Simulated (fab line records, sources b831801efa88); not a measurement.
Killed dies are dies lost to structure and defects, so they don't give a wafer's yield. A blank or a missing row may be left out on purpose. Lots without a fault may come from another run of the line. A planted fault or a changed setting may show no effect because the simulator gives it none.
Which tool did it? | flow sky130 | 14 lots, 42 wafers sampled, at 1 step of a route of 708

WHAT THE GAUGES READ, wafer by wafer
The record holds no reading of a measuring or inspecting step that can be judged against a usual standard deviation.

WHICH TOOL RAN EACH LOT (tool, then ch and the chambers of the sampled wafers, then the start)
lot  | SKY_LOCAL_INTERCONNECT_DEVELOP_10
L598 | litho_track-04 ch 0, day 30 00:00
L601 | litho_track-02 ch 0, day 31 10:00
L602 | litho_track-03 ch 0, day 31 20:00
L603 | litho_track-02 ch 0, day 32 04:00
L604 | litho_track-04 ch 0, day 32 16:00
L605 | litho_track-04 ch 0, day 32 23:00
L607 | litho_track-02 ch 0, day 33 10:00
L608 | litho_track-02 ch 0, day 33 17:00
L616 | litho_track-03, day 36 07:00
L617 | litho_track-02, day 36 14:00
L618 | litho_track-04 ch 0, day 37 00:00
L619 | litho_track-03 ch 0, day 37 08:00
L620 | litho_track-04 ch 0, day 37 11:00
L621 | litho_track-03 ch 0, day 37 18:00
- SKY_LOCAL_INTERCONNECT_DEVELOP_10: develop time 60 s.

WHAT THE TOOLS THEMSELVES READ (means of the sampled wafers that have a number; where no wafer has one, the mark that the record gives instead)
SKY_LOCAL_INTERCONNECT_DEVELOP_10. Usual: chill_plate_temp_C 23.04 C, standard deviation 0.11.
lot  | tool           | chill_plate_temp_C (C) | flag
L598 | litho_track-04 | 23.11                  |
L601 | litho_track-02 | 22.97                  |
L602 | litho_track-03 | 22.84                  |
L603 | litho_track-02 | 22.94                  |
L604 | litho_track-04 | 23.15                  |
L605 | litho_track-04 | 22.95                  |
L607 | litho_track-02 | 22.94                  |
L608 | litho_track-02 | 23.20                  |
L616 | litho_track-03 | -                      | OFF
L617 | litho_track-02 | -                      | OFF
L618 | litho_track-04 | 23.07                  |
L619 | litho_track-03 | 22.93                  |
L620 | litho_track-04 | 23.15                  |
L621 | litho_track-03 | 23.10                  |

THE ANSWER, worked out from the rows above alone
Rule: a lot is off if the mean of its wafers that have a number lies more than 3 standard deviations from the usual mean. A lot without any number at a reading at which 4 lots or more have one is off too. The other lots that the step has rows for count as sound. The gauges are gone through in route order, then the tools' own readings, and for those a lot's mean is taken as printed above. The first step at which some lot is off is used, and at that step the reading that is off furthest; a lot without a number counts as furthest.
Off: L616, L617, at SKY_LOCAL_INTERCONNECT_DEVELOP_10 (chill_plate_temp_C). Without a number there: L616, L617.
A tool fits if, at that step or a process step before it, it ran every lot that is off, and no sound lot after the first of them. None of those tried fits.

WHAT THE SIMULATOR HAD PUT IN
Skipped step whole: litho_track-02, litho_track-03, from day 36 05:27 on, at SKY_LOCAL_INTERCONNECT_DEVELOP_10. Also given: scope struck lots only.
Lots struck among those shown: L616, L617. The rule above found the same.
